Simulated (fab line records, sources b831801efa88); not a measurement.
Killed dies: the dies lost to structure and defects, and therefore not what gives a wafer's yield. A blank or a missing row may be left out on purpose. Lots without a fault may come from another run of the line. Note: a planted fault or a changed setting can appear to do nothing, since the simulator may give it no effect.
A lot that was struck, set against a sound lot | flow gf180mcu | 21 steps out of a route of 602
Sound: wafers L601.2, L601.3, L601.6. Struck: wafers L610.1, L610.3, L610.4. The cause is named last.
Order at every step that has rows: each side's tool, ch and its chambers, its first start. Under that, the readings that differ: sound wafers | struck wafers | difference of the means | sigmas: that difference in standard deviations of wafers without a fault.
alike: a reading whose means differ by less than 2 such deviations, as well as words and numbers matching on both sides. not compared: withheld readings; readings where some wafer has no value; bounds like >300 that might hide an equal value; numbers whose values overlap and for which the record gives no deviation.
A row with sigmas, a row that says differs or no value, or rows on one side alone: a step with any of these is where the two part. When numbers do not overlap yet have no deviation, they are printed without sigmas and do not part them. A reading that every wafer of one side lacks parts them only if that side has two wafers or more.

first, 2 steps without rows for these wafers: GF_M1_CLEAN_19 (cleans in DIW); GF_V1_CVD_00 (deposits SiO2, target thk 600 nm, time 100 s).
GF_V1_THK_MEAS_01:
  sound on film metro-03, day 18 17:05; struck on film metro-01, day 22 01:24
  alike: V1_CVD_00_THK
GF_V1_CVD_02: deposits SiO2 from TEOS, target thk 850 nm, time 94.851 s.
  sound on pecvd-02 ch 0,2, day 18 17:08; struck on pecvd-04 ch 1,2, day 22 01:28
  alike: heater power w
GF_V1_THK_MEAS_03:
  sound on film metro-03, day 18 17:13; struck on film metro-03, day 22 01:34
  alike: V1_CVD_02_THK
GF_V1_CMP_04: polishes SiO2.
  sound on cmp-02 ch 0,3, day 18 17:28; struck on cmp-02 ch 0,1,3, day 22 01:38
  alike: motor current A, time to endpoint s
GF_V1_BOW_MEAS_05:
  sound on film metro-03, day 18 17:47; struck on film metro-04, day 22 01:56
  reading     | sound    | struck   | difference | sigmas
  V1_BOW (um) | 97 95 89 | 74 80 78 | -16        | -2
then, 5 steps without rows for these wafers: GF_V1_DEHYDRATE_06 (time 60 s); GF_V1_HMDS_07 (prime time 60 s); GF_V1_COAT_08; GF_V1_COAT_09 (resist thk 1000 nm); GF_V1_SOFTBAKE_10 (time 60 s).
GF_V1_EXPOSE_11: exposes mask Via1, target cd 260 nm.
  sound on krf scanner-01 ch 0, day 19 05:43; struck on krf scanner-02 ch 0, day 22 13:11
  reading              | sound             | struck            | difference | sigmas
  exposure dose mJ cm2 | 37.87 37.86 37.85 | 37.13 37.14 37.11 | -0.73      | -20
  alike: mask, focus offset nm
GF_V1_PEB_12: peb time 92.08 s.
  sound: litho track-01 ch 0; struck: litho track-03 ch 0
  alike: plate sensor t centre C, plate sensor t edge C
then, 1 step without rows for these wafers: GF_V1_DEVELOP_13 (develop time 60 s).
GF_V1_CD_MEAS_14: the cd target is 260 nm.
  sound on cd sem-01, day 19 18:16; struck on cd sem-01, day 23 00:33
  reading    | sound             | struck            | difference | sigmas
  cd nm (nm) | 259.9 260.7 259.9 | 257.6 257.7 258.1 | -2.4       | -2
GF_V1_OVL_MEAS_15:
  sound on overlay-01, day 19 18:22; struck on overlay-01, day 23 00:40
  alike: V1_OVL
GF_V1_ETCH_16: etches BARC in N2/H2.
  sound on rie diel-04 ch 1,3, day 19 18:24; struck on rie diel-02 ch 0,1,2, day 23 00:42
  reading             | sound           | struck          | difference | sigmas
  model.V1.cd nm (nm) | 261 260.2 260.3 | 256.9 256 258.9 | -3.2       |
  alike: drypump motor current A, oes product au, throttle valve pct
GF_V1_ETCH_17: etches SiO2 in C4F8/O2/Ar, stops on TiN, target depth 630 nm.
  sound: rie diel-04 ch 1,3; struck: rie diel-02 ch 0,1,2
  reading             | sound             | struck          | difference | sigmas
  model.V1.cd nm (nm) | 261.8 260.4 261.3 | 256.2 257 258.5 | -3.9       |
  alike: oes product au
GF_V1_STRIP_18: strips in O2/N2.
  sound on plasma asher-03 ch 0,1, day 19 18:32; struck on plasma asher-01 ch 0,1, day 23 00:50
  alike: drypump motor current A, heater power w, oes product au
  not compared: rf hours counter h
GF_PASSIVATION_PROBE_99:
  the record has rows for the sound wafers here (prober-02, day 30 08:48) and none for the struck ones

## WHERE THEY PART
First at GF_V1_BOW_MEAS_05; last, within this record, at GF_PASSIVATION_PROBE_99.

WHY: what the simulator had put in
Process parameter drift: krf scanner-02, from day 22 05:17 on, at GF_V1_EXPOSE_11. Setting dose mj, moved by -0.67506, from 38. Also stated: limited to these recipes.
